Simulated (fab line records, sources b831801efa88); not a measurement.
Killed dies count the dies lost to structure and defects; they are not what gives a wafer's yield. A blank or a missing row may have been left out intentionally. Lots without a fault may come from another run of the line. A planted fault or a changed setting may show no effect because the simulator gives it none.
Chamber matching | flow sky130 | SKY_CONTACT_CMP_04 on cmp-01 has 4 sister chambers
The step polishes SiO2. 4 wafers are shown with their chamber, then 8 later ones without.

## WAFERS WITH THEIR CHAMBER
wafer  | chamber | motor current A (A)
L758.1 | 3       | 11.2
L767.3 | 1       | 11.1
L767.6 | 2       | 10.6
L768.4 | 0       | 12.8

## WAFERS MISSING THEIR CHAMBER
wafer  | motor current A (A)
L768.5 | 11.1
L768.6 | 12.2
L769.3 | 11.1
L769.4 | 10.8
L769.6 | 10.7
L770.2 | 11.3
L770.3 | 10.3
L770.5 | 12.5

## WHICH CHAMBER EACH ONE RAN IN
wafer  | from the rows above          | in truth
L768.5 | can't be placed: 1 or 3 or 2 | 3
L768.6 | can't be placed: 0 or 3 or 1 | 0
L769.3 | can't be placed: 1 or 3 or 2 | 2
L769.4 | can't be placed: 2 or 1 or 3 | 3
L769.6 | can't be placed: 2 or 1 or 3 | 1
L770.2 | can't be placed: 3 or 1      | 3
L770.3 | can't be placed: 2 or 1      | 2
L770.5 | 0                            | 0
Correctly placed: 1 of 8. These rows do not allow placing 7 (true chamber among the candidates in 7). Placed wrongly: 0.
How it was worked out, from the rows above alone: a wafer's distance from a chamber is the root of the sum, over the readings, of the square of ((its reading less the chamber's mean) divided by the reading's scatter). The wafer belongs to the nearest chamber; if the next one is less than 2 further off, it can't be placed. For every chamber, the mean is computed from those of its wafers that are shown. The scatter (one wafer shown for each chamber): square how far every hidden wafer sits from the nearest shown wafer, average those squares and take the square root.
